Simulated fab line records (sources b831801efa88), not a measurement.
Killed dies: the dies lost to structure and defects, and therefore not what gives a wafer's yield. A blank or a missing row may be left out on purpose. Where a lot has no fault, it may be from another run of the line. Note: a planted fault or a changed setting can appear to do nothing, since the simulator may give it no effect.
The tool behind it: which one? :: flow sky130 :: 14 lots, 42 wafers sampled, at 4 steps of a route of 708

## WHAT THE GAUGES READ, wafer by wafer
SKY_LDD_HVP_OVL_MEAS_07. Usual: LDD_HVP_OVL 0.0 nm, standard deviation 1.5.
lot: L482
measured: day 22 10:59
on: overlay-01
LDD_HVP_OVL (nm): -3.5 -0.5 -1.9
flag: 

lot: L484
measured: day 23 01:43
on: overlay-02
LDD_HVP_OVL (nm): -0.2 0.0 -1.9
flag: 

lot: L485
measured: day 23 09:42
on: overlay-02
LDD_HVP_OVL (nm): 2.3 0.7 0.1
flag: 

lot: L486
measured: day 24 06:11
on: overlay-02
LDD_HVP_OVL (nm): -3.0 -0.3 -1.6
flag: 

lot: L487
measured: day 24 12:50
on: overlay-02
LDD_HVP_OVL (nm): -0.6 -0.4 0.3
flag: 

lot: L488
measured: day 24 23:28
on: overlay-01
LDD_HVP_OVL (nm): -2.7 -1.4 -1.6
flag: 

lot: L492
measured: day 25 19:02
on: overlay-02
LDD_HVP_OVL (nm): 0.4 -1.0 -0.1
flag: 

lot: L493
measured: day 26 05:33
on: overlay-02
LDD_HVP_OVL (nm): -0.3 0.5 -0.4
flag: 

lot: L495
measured: day 26 22:28
on: overlay-02
LDD_HVP_OVL (nm): -0.9 -2.2 -1.5
flag: 

lot: L496
measured: day 26 22:50
on: overlay-01
LDD_HVP_OVL (nm): 3.8 1.1 0.7
flag: 

lot: L498
measured: day 27 18:23
on: overlay-01
LDD_HVP_OVL (nm): - - -
flag: OFF

lot: L499
measured: day 27 21:29
on: overlay-01
LDD_HVP_OVL (nm): - - -
flag: OFF

lot: L502
measured: day 28 17:31
on: overlay-02
LDD_HVP_OVL (nm): 1.4 0.2 -0.2
flag: 

lot: L505
measured: day 29 16:43
on: overlay-01
LDD_HVP_OVL (nm): -2.2 -0.5 -2.7
flag: 

SKY_LDD_LDN_OVL_MEAS_07. Usual: LDD_LDN_OVL 1.0 nm, standard deviation 1.3.
lot: L482
measured: day 23 17:06
on: overlay-01
LDD_LDN_OVL (nm): -0.1 0.7 -0.4
flag: 

lot: L484
measured: day 24 06:59
on: overlay-01
LDD_LDN_OVL (nm): 1.6 1.7 -0.9
flag: 

lot: L485
measured: day 24 15:18
on: overlay-01
LDD_LDN_OVL (nm): 0.0 1.7 -0.6
flag: 

lot: L486
measured: day 25 12:08
on: overlay-01
LDD_LDN_OVL (nm): 0.1 0.8 1.0
flag: 

lot: L487
measured: day 25 18:11
on: overlay-01
LDD_LDN_OVL (nm): 1.5 0.9 0.6
flag: 

lot: L488
measured: day 26 04:38
on: overlay-02
LDD_LDN_OVL (nm): 2.0 3.1 3.3
flag: 

lot: L492
measured: day 26 23:56
on: overlay-02
LDD_LDN_OVL (nm): 1.6 3.2 0.9
flag: 

lot: L493
measured: day 27 10:00
on: overlay-01
LDD_LDN_OVL (nm): 1.6 3.6 1.9
flag: 

lot: L495
measured: day 28 03:47
on: overlay-02
LDD_LDN_OVL (nm): 0.9 1.4 0.7
flag: 

lot: L496
measured: day 28 03:50
on: overlay-01
LDD_LDN_OVL (nm): -0.3 -0.3 1.1
flag: 

lot: L498
measured: day 28 23:29
on: overlay-01
LDD_LDN_OVL (nm): 2.6 0.7 2.6
flag: 

lot: L499
measured: day 29 02:47
on: overlay-02
LDD_LDN_OVL (nm): -1.0 0.7 1.1
flag: 

lot: L502
measured: day 29 22:36
on: overlay-01
LDD_LDN_OVL (nm): 2.3 1.7 3.2
flag: 

lot: L505
measured: day 30 20:55
on: overlay-01
LDD_LDN_OVL (nm): -1.4 0.5 -0.7
flag: 

SKY_LDD_LDN_TW_MEAS_13. Usual: LDD_LDN_TW 1464, standard deviation 7.1.
lot: L482
measured: day 23 17:50
on: film-metro-03
LDD_LDN_TW: 1468 1468 1469
flag: 

lot: L484
measured: day 24 07:44
on: film-metro-03
LDD_LDN_TW: 1458 1461 1466
flag: 

lot: L485
measured: day 24 16:02
on: film-metro-03
LDD_LDN_TW: 1454 1465 1457
flag: 

lot: L486
measured: day 25 12:53
on: film-metro-03
LDD_LDN_TW: 1461 1462 1468
flag: 

lot: L487
measured: day 25 18:56
on: film-metro-01
LDD_LDN_TW: 1473 1464 1468
flag: 

lot: L488
measured: day 26 05:22
on: film-metro-01
LDD_LDN_TW: 1477 1475 1477
flag: 

lot: L492
measured: day 27 00:41
on: film-metro-01
LDD_LDN_TW: 1457 1459 1455
flag: 

lot: L493
measured: day 27 10:44
on: film-metro-01
LDD_LDN_TW: 1459 1465 1463
flag: 

lot: L495
measured: day 28 04:32
on: film-metro-01
LDD_LDN_TW: 1463 1470 1466
flag: 

lot: L496
measured: day 28 04:35
on: film-metro-03
LDD_LDN_TW: 1461 1463 1460
flag: 

lot: L498
measured: day 29 00:14
on: film-metro-01
LDD_LDN_TW: 1474 1473 1473
flag: 

lot: L499
measured: day 29 03:32
on: film-metro-03
LDD_LDN_TW: 1468 1465 1464
flag: 

lot: L502
measured: day 29 23:20
on: film-metro-03
LDD_LDN_TW: 1461 1462 1458
flag: 

lot: L505
measured: day 30 21:39
on: film-metro-01
LDD_LDN_TW: 1468 1470 1464
flag: 

## WHAT TOOL EACH LOT RAN ON (gives the tool, then ch and the chambers of the sampled wafers, and finally the start)
lot: L482
SKY_LDD_HVP_EXPOSE_04: iline-stepper-02 ch 0, day 21 19:14

lot: L484
SKY_LDD_HVP_EXPOSE_04: iline-stepper-02 ch 0, day 22 11:37

lot: L485
SKY_LDD_HVP_EXPOSE_04: iline-stepper-02 ch 0, day 22 19:41

lot: L486
SKY_LDD_HVP_EXPOSE_04: iline-stepper-01 ch 0, day 23 16:12

lot: L487
SKY_LDD_HVP_EXPOSE_04: iline-stepper-02 ch 0, day 23 23:08

lot: L488
SKY_LDD_HVP_EXPOSE_04: iline-stepper-01 ch 0, day 24 08:19

lot: L492
SKY_LDD_HVP_EXPOSE_04: iline-stepper-02 ch 0, day 25 05:28

lot: L493
SKY_LDD_HVP_EXPOSE_04: iline-stepper-02 ch 0, day 25 14:51

lot: L495
SKY_LDD_HVP_EXPOSE_04: iline-stepper-01 ch 0, day 26 08:44

lot: L496
SKY_LDD_HVP_EXPOSE_04: iline-stepper-02 ch 0, day 26 08:58

lot: L498
SKY_LDD_HVP_EXPOSE_04: iline-stepper-02, day 27 03:13

lot: L499
SKY_LDD_HVP_EXPOSE_04: iline-stepper-01, day 27 06:26

lot: L502
SKY_LDD_HVP_EXPOSE_04: iline-stepper-02 ch 0, day 28 03:43

lot: L505
SKY_LDD_HVP_EXPOSE_04: iline-stepper-01 ch 0, day 29 03:39
- SKY_LDD_HVP_EXPOSE_04: exposes mask HVPTM, target cd 700 nm.

## AS READ BY THE TOOLS THEMSELVES (means over the sampled wafers that have a number; for cases with no such wafer, the mark the record gives instead)
SKY_LDD_HVP_EXPOSE_04. Usual: exposure-dose-mJ-cm2 86.00, standard deviation 0.071; focus-offset-nm 0.0 nm, standard deviation 0.56.
lot: L482
tool: iline-stepper-02
exposure-dose-mJ-cm2: 85.96
focus-offset-nm (nm): -0.1
flag: 

lot: L484
tool: iline-stepper-02
exposure-dose-mJ-cm2: 85.98
focus-offset-nm (nm): -0.8
flag: 

lot: L485
tool: iline-stepper-02
exposure-dose-mJ-cm2: 86.05
focus-offset-nm (nm): -0.0
flag: 

lot: L486
tool: iline-stepper-01
exposure-dose-mJ-cm2: 86.03
focus-offset-nm (nm): 0.5
flag: 

lot: L487
tool: iline-stepper-02
exposure-dose-mJ-cm2: 86.03
focus-offset-nm (nm): 0.1
flag: 

lot: L488
tool: iline-stepper-01
exposure-dose-mJ-cm2: 85.96
focus-offset-nm (nm): -0.6
flag: 

lot: L492
tool: iline-stepper-02
exposure-dose-mJ-cm2: 86.01
focus-offset-nm (nm): -0.2
flag: 

lot: L493
tool: iline-stepper-02
exposure-dose-mJ-cm2: 85.97
focus-offset-nm (nm): -0.4
flag: 

lot: L495
tool: iline-stepper-01
exposure-dose-mJ-cm2: 86.11
focus-offset-nm (nm): -0.8
flag: 

lot: L496
tool: iline-stepper-02
exposure-dose-mJ-cm2: 86.01
focus-offset-nm (nm): -0.3
flag: 

lot: L498
tool: iline-stepper-02
exposure-dose-mJ-cm2: -
focus-offset-nm (nm): -
flag: OFF

lot: L499
tool: iline-stepper-01
exposure-dose-mJ-cm2: -
focus-offset-nm (nm): -
flag: OFF

lot: L502
tool: iline-stepper-02
exposure-dose-mJ-cm2: 86.08
focus-offset-nm (nm): -0.3
flag: 

lot: L505
tool: iline-stepper-01
exposure-dose-mJ-cm2: 85.94
focus-offset-nm (nm): 0.8
flag: 

## THE ANSWER, worked out from the rows above alone
Rule: a lot is off if the mean of its wafers that have a number lies more than 3 standard deviations from the usual mean. Also off: a lot with no number at a reading for which 4 or more lots have one. Where the step has rows for the other lots, those lots are counted as sound. Order of review: gauges by route order, followed by the tools' own readings, for which a lot's mean as printed above is used. The first step at which some lot is off is used, and at that step the reading that is off furthest; a lot without a number counts as furthest.
Off: at SKY_LDD_HVP_OVL_MEAS_07 (LDD_HVP_OVL), L498, L499. Without a number there: L498, L499.
If a tool, at a process step before that reading, ran all the lots that are off and no sound lot after the first of them, it fits. Not tried: the gauges at SKY_LDD_HVP_OVL_MEAS_07; whatever is off there is also off at SKY_LDD_HVP_EXPOSE_04, on other tools, and gauge error can't account for it. Of those tried, none fits.

## WHAT THE SIMULATOR HAD PUT IN
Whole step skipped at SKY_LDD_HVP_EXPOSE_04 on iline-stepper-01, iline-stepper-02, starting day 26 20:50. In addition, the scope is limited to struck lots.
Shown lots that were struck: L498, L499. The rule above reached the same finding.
